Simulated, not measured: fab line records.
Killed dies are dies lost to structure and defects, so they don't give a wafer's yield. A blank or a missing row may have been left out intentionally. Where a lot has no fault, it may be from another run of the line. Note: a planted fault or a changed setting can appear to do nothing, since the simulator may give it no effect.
fab line records	flow sky130
[record] lots = 10	wafers = 30	lastDay = 50
route steps=708 shown FIELD_ISO@28 NWELL@79 POLY_GATE@229 VIA1@479 PAD_OPEN@708
lots untouched by any fault: they come from a run of this same line in which no faults occurred
startH: the number of hours between the record's first day and the start of the first shown wafer of the lot	waitH: hours from the lot's prior step to this one	" unchanged from the row above	L1.1+2: a row that stands for several wafers	- no value, or no start given	* or withheld: withheld	< > ~ a bound
route shown NAME@n: a module of which the file shows steps, and the number in the route of the first	usual: mean/standard deviation of fault-free wafers	same: alike in all rows	chamber/n: place in a boat	sites: the reading at each site	_std_site: standard deviation of those values	_edge_site: the outer-site mean with the inner-site mean subtracted	radiusMm: for every site, how far away it sits from the centre of the wafer	mask NAME#n: copy n	behind: tool/chamber where the wafer was last shaped	hold: the reason the lot was held/the length of the hold in hours/how it ended	device: which transistor (n, p or np) failed to switch	end of line: the tests these same wafers got at the end of their route	step lacking rows: just its recipe	killed: the dies lost at the first sort to structure and to defects; this is not the yield of the wafer	map: a wafer's dies, x killed, . not, _ none there
set.NAME: the setting that was run; set.NAME@STEP: the one run at that earlier step	model.NAME: the simulator's own value behind a step, which no gauge read
a sample of lots followed through the steps of the route, with each step as a table and each wafer as a row
services: the hour from which a tool's chamber was out of use, counted from the record's first day as startH (under 0 if before that day), plus the number of hours and why
[[steps]]
[step SKY_FIELD_ISO_CMP_27]
[recipe] stopOn = Si3N4	tOverpolishS = 16	downForcePsi = 4	platenRpm = 60	targetThkNm = 457.8	padVelocityMS = 0.94248
[usual] headPressurePsi = 3.999/0.0091	motorCurrentA = 12.5/1.1	overpolishRunS = 15.999/0.0088	slurryFlowMlMin = 150.0/0.48	timeToEndpointS = 111/4.3
lot.wafer	tool	chamber	startH	waitH	headPressurePsi	motorCurrentA	overpolishRunS	slurryFlowMlMin	timeToEndpointS
L750.4	cmp-02	3	35.06	0.1	3.995	11.9	15.998	151.0	106
L750.6	"	0	"	"	4.008	10.8	16.005	149.6	106
L750.5	"	1	"	"	3.993	11.5	15.995	149.7	103
L751.4	cmp-02	2	39.18	0.0	3.993	13.8	16.002	149.5	106
L751.1	"	1	"	"	4.004	11.3	16.001	150.7	110
L751.5	"	2	"	"	3.990	13.8	16.015	149.2	107
L753.1	cmp-01	0	50.40	0.0	3.987	13.0	16.012	149.5	116
L753.3	"	3	"	"	3.995	12.2	15.990	150.1	115
L753.5	"	0	"	"	4.006	13.1	16.005	149.4	110
L759.2	cmp-02	0	80.60	0.1	4.006	11.1	15.989	150.9	107
L759.3	"	1	"	"	4.005	11.5	15.995	149.4	114
L759.1	"	2	"	"	4.010	14.2	16.001	149.6	111
L762.2	cmp-01	1	95.58	0.1	4.000	13.5	16.012	149.9	111
L762.4	"	2	"	"	3.992	11.4	16.001	149.9	115
L762.3	"	3	"	"	4.002	12.6	16.002	149.9	116
L763.3	cmp-02	1	101.24	0.1	3.992	11.5	15.999	150.4	112
L763.1	"	2	"	"	4.000	13.7	15.998	149.9	112
L763.6	"	0	"	"	3.990	11.4	16.004	151.0	108
L764.1	cmp-01	3	107.69	0.1	3.997	12.0	16.007	149.3	112
L764.6	"	2	"	"	4.017	12.0	15.996	150.4	108
L764.5	"	3	"	"	3.988	12.5	15.996	149.8	112
L768.1	cmp-02	1	126.35	0.1	3.999	11.7	16.007	149.9	112
L768.5	"	3	"	"	3.991	13.4	16.001	150.4	106
L768.6	"	0	"	"	4.000	10.3	16.021	150.6	105
L772.4	cmp-01	3	151.13	0.0	3.981	12.6	15.995	149.8	116
L772.1	"	1	"	"	4.012	12.0	16.016	150.2	113
L772.6	"	0	"	"	4.017	13.6	16.019	149.7	118
L773.4	cmp-02	2	155.47	0.1	3.974	14.7	16.002	149.8	109
L773.1	"	3	"	"	3.990	13.6	15.988	150.7	110
L773.6	"	1	"	"	4.005	11.3	15.997	149.8	111
[step SKY_NWELL_TW_MEAS_26]
[usual] NWELL_2_TW = 499.1/2.7
lot.wafer	tool	chamber	startH	waitH	NWELL_2_TW
L750.4	filmMetro-03	-	103.93	0.1	495.3
L750.5	"	-	"	"	495.1
L750.6	"	-	"	"	494.3
L751.1	filmMetro-01	-	109.82	0.1	501.3
L751.4	"	-	"	"	498.0
L751.5	"	-	"	"	501.5
L753.1	filmMetro-01	-	122.77	0.1	504.4
L753.3	"	-	"	"	502.2
L753.5	"	-	"	"	504.8
L759.1	filmMetro-03	-	159.88	0.1	495.5
L759.2	"	-	"	"	498.4
L759.3	"	-	"	"	496.9
L762.2	filmMetro-01	-	175.99	0.1	501.8
L762.3	"	-	"	"	500.5
L762.4	"	-	"	"	502.0
L763.1	filmMetro-03	-	181.53	0.1	499.2
L763.3	"	-	"	"	500.0
L763.6	"	-	"	"	499.4
L764.1	filmMetro-03	-	188.55	0.1	497.0
L764.5	"	-	"	"	500.1
L764.6	"	-	"	"	498.9
L768.1	filmMetro-03	-	209.02	0.1	499.1
L768.5	"	-	"	"	496.6
L768.6	"	-	"	"	493.7
L772.1	filmMetro-02	-	239.53	0.1	497.3
L772.4	"	-	"	"	496.4
L772.6	"	-	"	"	497.8
L773.1	filmMetro-03	-	247.93	0.1	501.5
L773.4	"	-	"	"	503.8
L773.6	"	-	"	"	499.9
[step SKY_POLY_GATE_ETCH_15]
[recipe] chemistry = N2/H2	target = BARC	ionEnergyEv = 200	sourceW = 500	biasW = 100	pressureMtorr = 30	n2FlowSccm = 100	h2FlowSccm = 200	stopOn = SiO2	timeS = 118.5	targetDepthA = 1100
[usual] drypumpMotorCurrentA = 6.0/0.53	n2FlowSccm = 100.02/0.3	oesProductAu = 0.716/0.0042	throttleValvePct = 13.213/0.0092
lot.wafer	tool	chamber	startH	waitH	drypumpMotorCurrentA	n2FlowSccm	oesProductAu	rfHoursCounterH	throttleValvePct
L750.4	rieDiel-04	1	368.34	0.0	6.7	100.19	0.713	16	13.210
L750.5	"	1	"	"	6.7	100.46	0.713	-	13.211
L750.6	"	2	"	"	5.5	100.15	0.720	-	13.205
L751.1	rieDiel-02	3	379.12	0.0	6.1	99.86	0.715	50	13.203
L751.4	"	1	"	"	5.2	100.32	0.723	77	13.215
L751.5	"	2	"	"	5.9	100.26	0.713	-	13.213
L753.1	rieDiel-03	0	394.94	0.0	4.8	99.69	0.723	15	13.223
L753.3	"	2	"	"	6.0	99.71	0.720	49	13.217
L753.5	"	2	"	"	6.0	100.24	0.715	-	13.214
L759.1	rieDiel-02	0	450.83	0.0	6.0	100.37	0.713	41	13.207
L759.2	"	2	"	"	5.9	100.46	0.712	10	13.209
L759.3	"	3	"	"	6.1	100.19	0.712	51	13.208
L762.2	rieDiel-04	1	475.57	0.0	6.7	100.06	0.721	18	13.202
L762.3	"	0	"	"	6.3	99.95	0.713	53	13.233
L762.4	"	3	"	"	6.7	100.04	0.713	76	13.213
L763.1	rieDiel-04	3	486.44	0.0	6.6	100.20	0.707	76	13.224
L763.3	"	1	"	"	6.7	99.99	0.714	18	13.225
L763.6	"	1	"	"	6.7	99.91	0.716	-	13.209
L764.1	rieDiel-03	2	493.13	0.0	6.0	100.28	0.721	51	13.219
L764.5	"	0	"	"	4.8	99.94	0.715	-	13.192
L764.6	"	1	"	"	5.7	99.85	0.723	-	13.202
L768.1	rieDiel-04	3	526.79	0.0	6.7	99.86	0.716	77	13.206
L768.5	"	1	"	"	6.7	100.19	0.718	-	13.209
L768.6	"	2	"	"	5.5	100.34	0.709	-	13.193
L772.1	rieDiel-04	2	562.31	0.0	5.5	99.92	0.714	32	13.227
L772.4	"	0	"	"	6.4	100.47	0.717	54	13.216
L772.6	"	1	"	"	6.7	100.04	0.718	-	13.214
L773.1	rieDiel-02	0	568.88	0.0	6.0	100.03	0.712	43	13.223
L773.4	"	0	"	"	6.0	100.32	0.720	-	13.198
L773.6	"	2	"	"	5.9	99.67	0.722	-	13.227
[step SKY_VIA1_CVD_21]
[recipe] material = W	targetThkNm = 270	timeS = 80.902	tempC = 400	pressureTorr = 40
[usual] heaterPowerW = 908/94
lot.wafer	tool	chamber	startH	waitH	heaterPowerW
L750.4	cvdW-02	0	790.14	0.1	836
L750.5	"	0	"	"	843
L750.6	"	1	"	"	746
L751.1	cvdW-01	0	805.89	0.0	905
L751.4	"	0	"	"	922
L751.5	"	1	"	"	993
L753.1	cvdW-02	1	816.72	0.0	756
L753.3	"	1	"	"	751
L753.5	"	0	"	"	859
L759.1	cvdW-01	0	865.58	0.0	886
L759.2	"	1	"	"	994
L759.3	"	0	"	"	920
L762.2	cvdW-01	1	881.96	0.0	1003
L762.3	"	1	"	"	1020
L762.4	"	0	"	"	920
L763.1	cvdW-01	1	893.48	0.0	1001
L763.3	"	1	"	"	990
L763.6	"	1	"	"	1003
L764.1	cvdW-01	1	899.33	0.0	1018
L764.5	"	1	"	"	1006
L764.6	"	0	"	"	904
L768.1	cvdW-01	1	927.42	0.0	989
L768.5	"	0	"	"	913
L768.6	"	1	"	"	1007
L772.1	cvdW-01	0	957.10	0.0	926
L772.4	"	1	"	"	1037
L772.6	"	1	"	"	1017
L773.1	cvdW-01	1	959.37	0.0	1008
L773.4	"	1	"	"	1027
L773.6	"	1	"	"	982
[step SKY_VIA1_RS_MEAS_22]
[recipe] thkMeasGauge = four-point-probe	reads = W_of_VIA1_CVD_21+TiN_of_VIA1_SPUTTER_20
[usual] VIA1_W_RS = 0.430/0.0046
lot.wafer	tool	chamber	startH	waitH	VIA1_W_RS[ohm/sq]
L750.4	filmMetro-04	-	790.26	0.1	0.434
L750.5	"	-	"	"	0.428
L750.6	"	-	"	"	0.434
L751.1	filmMetro-04	-	805.99	0.1	0.422
L751.4	"	-	"	"	0.424
L751.5	"	-	"	"	0.432
L753.1	filmMetro-01	-	816.81	0.1	0.438
L753.3	"	-	"	"	0.436
L753.5	"	-	"	"	0.435
L759.1	filmMetro-04	-	865.68	0.1	0.427
L759.2	"	-	"	"	0.430
L759.3	"	-	"	"	0.428
L762.2	filmMetro-01	-	882.07	0.1	0.430
L762.3	"	-	"	"	0.434
L762.4	"	-	"	"	0.426
L763.1	filmMetro-01	-	893.57	0.1	0.424
L763.3	"	-	"	"	0.425
L763.6	"	-	"	"	0.422
L764.1	filmMetro-03	-	899.42	0.1	0.426
L764.5	"	-	"	"	0.426
L764.6	"	-	"	"	0.422
L768.1	filmMetro-03	-	927.51	0.1	0.435
L768.5	"	-	"	"	0.429
L768.6	"	-	"	"	0.665
L772.1	filmMetro-04	-	957.19	0.1	0.426
L772.4	"	-	"	"	0.434
L772.6	"	-	"	"	0.671
L773.1	filmMetro-04	-	959.46	0.1	0.435
L773.4	"	-	"	"	0.434
L773.6	"	-	"	"	0.662
[step SKY_VIA1_THK_MEAS_23]
[recipe] thkMeasGauge = xrf	reads = W_of_VIA1_CVD_21
[usual] VIA1_W_THK = 266/3.4
lot.wafer	tool	chamber	startH	waitH	VIA1_W_THK[nm]
L750.4	filmMetro-04	-	790.35	0.1	266
L750.5	"	-	"	"	271
L750.6	"	-	"	"	266
L751.1	filmMetro-04	-	806.11	0.1	271
L751.4	"	-	"	"	271
L751.5	"	-	"	"	265
L753.1	filmMetro-01	-	816.93	0.1	259
L753.3	"	-	"	"	260
L753.5	"	-	"	"	261
L759.1	filmMetro-04	-	865.80	0.1	269
L759.2	"	-	"	"	270
L759.3	"	-	"	"	270
L762.2	filmMetro-01	-	882.18	0.1	265
L762.3	"	-	"	"	264
L762.4	"	-	"	"	268
L763.1	filmMetro-01	-	893.69	0.1	268
L763.3	"	-	"	"	267
L763.6	"	-	"	"	269
L764.1	filmMetro-03	-	899.54	0.1	266
L764.5	"	-	"	"	268
L764.6	"	-	"	"	271
L768.1	filmMetro-03	-	927.63	0.1	262
L768.5	"	-	"	"	266
L768.6	"	-	"	"	173
L772.1	filmMetro-04	-	957.31	0.1	270
L772.4	"	-	"	"	264
L772.6	"	-	"	"	173
L773.1	filmMetro-04	-	959.58	0.1	264
L773.4	"	-	"	"	266
L773.6	"	-	"	"	175
[step SKY_VIA1_CMP_24]
[recipe] stopOn = SiO2	tOverpolishS = 15	downForcePsi = 3.5	platenRpm = 60	targetThkNm = 0	padVelocityMS = 0.94248
[usual] headPressurePsi = 3.499/0.0067	motorCurrentA = 11.5/0.83	slurryFlowMlMin = 150.0/0.46	timeToEndpointS = 64.9/2.5
lot.wafer	tool	chamber	startH	waitH	headPressurePsi	motorCurrentA	slurryFlowMlMin	timeToEndpointS
L750.4	cmp-02	2	790.48	0.1	3.505	13.0	150.0	67.3
L750.5	"	0	"	"	3.489	10.1	150.9	66.8
L750.6	"	1	"	"	3.493	10.9	150.6	69.7
L751.1	cmp-02	2	806.22	0.1	3.502	12.3	150.0	69.0
L751.4	"	3	"	"	3.485	12.0	150.0	64.8
L751.5	"	1	"	"	3.498	10.6	150.0	67.7
L753.3	cmp-01	3	816.99	0.0	3.501	11.5	150.2	62.9
L753.1	"	2	"	"	3.493	10.6	149.9	65.4
L753.5	"	3	"	"	3.501	11.4	150.4	63.8
L759.3	cmp-02	0	865.86	0.0	3.495	10.4	150.1	65.6
L759.1	"	2	"	"	3.501	12.7	150.3	66.9
L759.2	"	3	"	"	3.494	11.7	149.9	63.7
L762.2	cmp-01	3	882.23	0.0	3.507	10.9	149.9	67.4
L762.3	"	0	"	"	3.498	11.8	150.0	68.2
L762.4	"	2	"	"	3.501	10.9	150.2	66.8
L763.1	cmp-02	0	893.75	0.1	3.500	10.6	150.1	66.1
L763.3	"	3	"	"	3.511	11.4	150.4	69.5
L763.6	"	0	"	"	3.509	10.3	150.5	66.4
L764.1	cmp-01	0	899.65	0.1	3.497	12.2	149.9	64.8
L764.6	"	3	"	"	3.503	11.0	150.4	67.0
L764.5	"	0	"	"	3.494	12.3	149.8	66.9
L768.1	cmp-01	0	927.79	0.1	3.492	12.0	150.4	63.3
L768.5	"	2	"	"	3.500	11.2	150.0	64.2
L768.6	"	3	"	"	3.484	11.4	150.8	45.1
L772.1	cmp-01	0	957.42	0.1	3.495	12.4	150.3	61.7
L772.4	"	2	"	"	3.486	10.5	150.3	64.0
L772.6	"	3	"	"	3.502	11.0	150.1	42.3
L773.4	cmp-01	1	959.64	0.0	3.494	11.8	150.1	62.5
L773.1	"	2	"	"	3.500	9.8	149.6	64.9
L773.6	"	1	"	"	3.495	12.4	149.5	40.1
[step SKY_PAD_OPEN_PROBE_99]
[usual] defectLimitedYield = 82.8/2	killed_at_M0_to_M3 = 42/7.3	killed_at_M4_up = 3.2/1.8	killedAtContacts = 25/5.2	killedAtFrontEnd = 15/4.6	killedAtOther = 0.3/0.62	killedDies = 85/9.9	killedOnRim = 17/3.9	killedOpen = 46/7.1	killedShort = 38/5.7	sort_bin_3_pad_short = 0.9/0.42	sort_bin_5_function = 10.0/1.5	sort_bin_6_memory = 6.3/1.2	sortNPass = 407/9.9	sortYieldPct = 82.8/2
[same] grossDies = 492	killedAtBackSide = 0	sort_bin_4_leakage[%] = 0	sort_bin_8_speed[%] = 0
lot.wafer	tool	chamber	startH	waitH	defectLimitedYield[%]	killed_at_M0_to_M3	killed_at_M4_up	killedAtContacts	killedAtFrontEnd	killedAtOther	killedDies	killedOnRim	killedOpen	killedShort	sort_bin_3_pad_short[%]	sort_bin_5_function[%]	sort_bin_6_memory[%]	sortNPass	sortYieldPct[%]
L764.5	prober-02	-	1155.12	0.2	83.3	44	3	26	9	0	82	14	44	38	1.0	10.0	5.7	410	83.3
L764.6	prober-02	-	1155.17	0.2	85.0	42	3	25	4	0	74	11	32	42	0.6	8.3	6.1	418	85.0
// killed by level:class
L764.5 VIA1:geometricParticle:open=12 CONTACT:geometricParticle:short=7 CONTACT:geometricParticle:open=7 METAL1:geometricParticle:short=6 VIA2:geometricParticle:open=6 LI_CONTACT:geometricParticle:open=5 METAL3:geometricParticle:short=5 VIA3:geometricParticle:open=5
L764.6 VIA1:geometricParticle:open=9 LI_CONTACT:geometricParticle:short=8 METAL1:geometricParticle:short=7 CONTACT:geometricParticle:open=7 LI_CONTACT:geometricParticle:open=6 METAL2:geometricParticle:short=6 VIA2:geometricParticle:open=5 METAL3:geometricParticle:short=4
[[services]]
tool	chamber	startH	hours	kind
cmp-02	-	24.82	0.3	repair
cmp-01	-	34.49	4.8	pm
cmp-02	-	40.86	1.1	repair
cmp-01	-	41.22	0.7	repair
cmp-01	-	64.00	4.0	pm
cmp-02	-	85.35	1.7	repair
cmp-02	-	92.20	0.6	repair
cmp-02	-	116.56	1.6	repair
cmp-01	-	224.77	1.4	repair
cmp-02	-	232.00	4.0	pm
cmp-02	-	247.55	4.8	pm
cmp-02	-	267.45	2.1	repair
cmp-02	-	281.41	1.6	repair
cmp-02	-	316.28	23.9	pm
cmp-02	-	357.65	0.6	repair
cmp-01	-	378.26	1.1	repair
cmp-01	-	403.49	4.1	pm
cmp-01	-	407.54	4.0	pm
cmp-02	-	419.16	0.7	repair
cmp-01	-	462.06	12.5	repair
cmp-01	-	468.66	4.2	repair
cmp-01	-	475.99	5.8	pm
cmp-02	-	572.29	4.0	pm
cmp-02	-	591.63	6.7	pm
[[key]]
[firstSign] step = SKY_VIA1_RS_MEAS_22	reading = VIA1_W_RS	direction = up	sigmas = 52	usual = 0.430	struck = 0.666
[effect] step = SKY_VIA1_THK_MEAS_23	reading = VIA1_W_THK	direction = down	sigmas = 27	usual = 266	struck = 174
[effect] step = SKY_VIA1_CMP_24	reading = timeToEndpointS	direction = down	sigmas = 8.9	usual = *	struck = *
metAt SKY_VIA1_CVD_21
struckLots L768,L772,L773
struckWafers L768.6,L772.6,L773.6
notActingAt SKY_FIELD_ISO_CMP_27,SKY_NWELL_TW_MEAS_26,SKY_POLY_GATE_ETCH_15
onsetBetween 899.33 927.42
[fault] kind = processParameterDrift	tool = cvdW-01	chamber = -	onsetH = 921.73	steps = SKY_VIA1_CVD_21	channel = targetThkNm	offset = -92.318	shape = step	endH = 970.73	scope = struckWafersOnly	actsIn = theseRecipesOnly	stated = 270
